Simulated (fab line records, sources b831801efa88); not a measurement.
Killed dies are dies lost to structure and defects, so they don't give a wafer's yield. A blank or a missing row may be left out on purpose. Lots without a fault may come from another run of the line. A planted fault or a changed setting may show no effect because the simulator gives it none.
A struck lot beside a sound one | flow sky130 | 14 steps out of a route of 708
Sound: wafers L305.2, L305.4, L305.5. Struck: wafer L322.2. (L322.4, L322.5 of the same lot were not struck and are left out.) The cause comes at the end.
At each step with rows: each side's tool, then ch and its chambers, then its first start. Under that, the readings that differ: sound wafers | struck wafers | difference of the means | sigmas: that difference in standard deviations of wafers without a fault.
alike: readings whose means differ by less than 2 such deviations, and words and numbers that are the same on both sides. not compared: withheld readings, readings that some wafer has no value for, bounds like >300 that may hide the same value, and numbers for which the record gives no deviation and whose values overlap.
The two part at a step that has a row with sigmas, a row that says differs or no value, or rows on one side only. Numbers that don't overlap but have no deviation are shown without sigmas and don't part them. A reading that every wafer of one side lacks parts them only if that side has two wafers or more.

SKY_VIA1_CD_MEAS_12: target cd 150 nm.
  sound on cd_sem-02, day 35 16:35; struck on cd_sem-02, day 40 12:03
  reading    | sound             | struck | difference | sigmas
  cd_nm (nm) | 150.8 151.5 152.5 | 147.8  | -3.8       | -2
SKY_VIA1_OVL_MEAS_13:
  sound on overlay-02, day 35 16:42; struck on overlay-01, day 40 12:09
  alike: VIA1_OVL
SKY_VIA1_ETCH_14: etches BARC in N2/H2, stops on SiO2, time 45.9 s, target depth 60 nm.
  sound on rie_diel-03 ch 0,1,2, day 35 16:44; struck on rie_diel-01 ch 0, day 40 12:11
  reading               | sound             | struck | difference | sigmas
  oes_product_au (a.u.) | 0.862 0.854 0.857 | 0.847  | -0.011     | -2
  alike: drypump_motor_current_A, throttle_valve_pct
  not compared: rf_hours_counter_h
then, 1 step without rows for these wafers: SKY_VIA1_ETCH_15 (etches SiO2 in C4F8/O2/Ar, stops on TiN, target depth 351 nm, time 54 s).
SKY_VIA1_STRIP_16: strips in O2/N2.
  sound on plasma_asher-01 ch 0,1, day 35 16:49; struck on plasma_asher-04 ch 0, day 40 12:16
  alike: drypump_motor_current_A, oes_product_au, strip_time_to_endpoint_s
  not compared: rf_hours_counter_h
then, 3 steps without rows for these wafers: SKY_VIA1_STRIP_17 (strips in post etch residue remover, time 1200 s); SKY_VIA1_CLEAN_18 (cleans in IPA, time 180 s); SKY_VIA1_CLEAN_19 (cleans in O3/DIW).
SKY_VIA1_SPUTTER_20: material TiN, target thk 20 nm, time 80 s.
  sound on pvd_sputter-02, day 35 17:26; struck on pvd_sputter-03, day 40 12:58
  alike: chamber_pressure_pa, throttle_valve_pct
SKY_VIA1_CVD_21: deposits W, target thk 270 nm, time 80.902 s.
  sound on cvd_w-01 ch 0,1, day 35 17:31; struck on cvd_w-01 ch 0, day 40 13:01
  alike: heater_power_w
SKY_VIA1_RS_MEAS_22: measures by four-point-probe.
  sound on film_metro-02, day 35 17:37; struck on film_metro-02, day 40 13:08
  alike: VIA1_W_RS
SKY_VIA1_THK_MEAS_23: measures by xrf.
  sound on film_metro-02, day 35 17:44; struck on film_metro-02, day 40 13:14
  alike: VIA1_W_THK
SKY_VIA1_CMP_24: polishes, stops on SiO2, t overpolish 15 s, target thk 0 nm.
  sound on cmp-01 ch 0,2,3, day 35 17:50; struck on cmp-02 ch 2, day 40 13:17
  reading                | sound                | struck | difference | sigmas
  overpolish_run_s (s)   | 14.999 14.994 15.005 | 0.032  | -14.967    | -99 or more
  time_to_endpoint_s (s) | 66 68 66             | 105    | +38        | +11
  alike: motor_current_A, slurry_filter_dp_kPa
SKY_METAL2_SPUTTER_00: material Ti, target thk 15 nm, time 10 s.
  the record has rows for the sound wafers here (pvd_sputter-01, day 35 18:05) and none for the struck ones

WHERE THEY PART
First at SKY_VIA1_CD_MEAS_12; last, within this record, at SKY_METAL2_SPUTTER_00.

WHY: what the simulator had put in
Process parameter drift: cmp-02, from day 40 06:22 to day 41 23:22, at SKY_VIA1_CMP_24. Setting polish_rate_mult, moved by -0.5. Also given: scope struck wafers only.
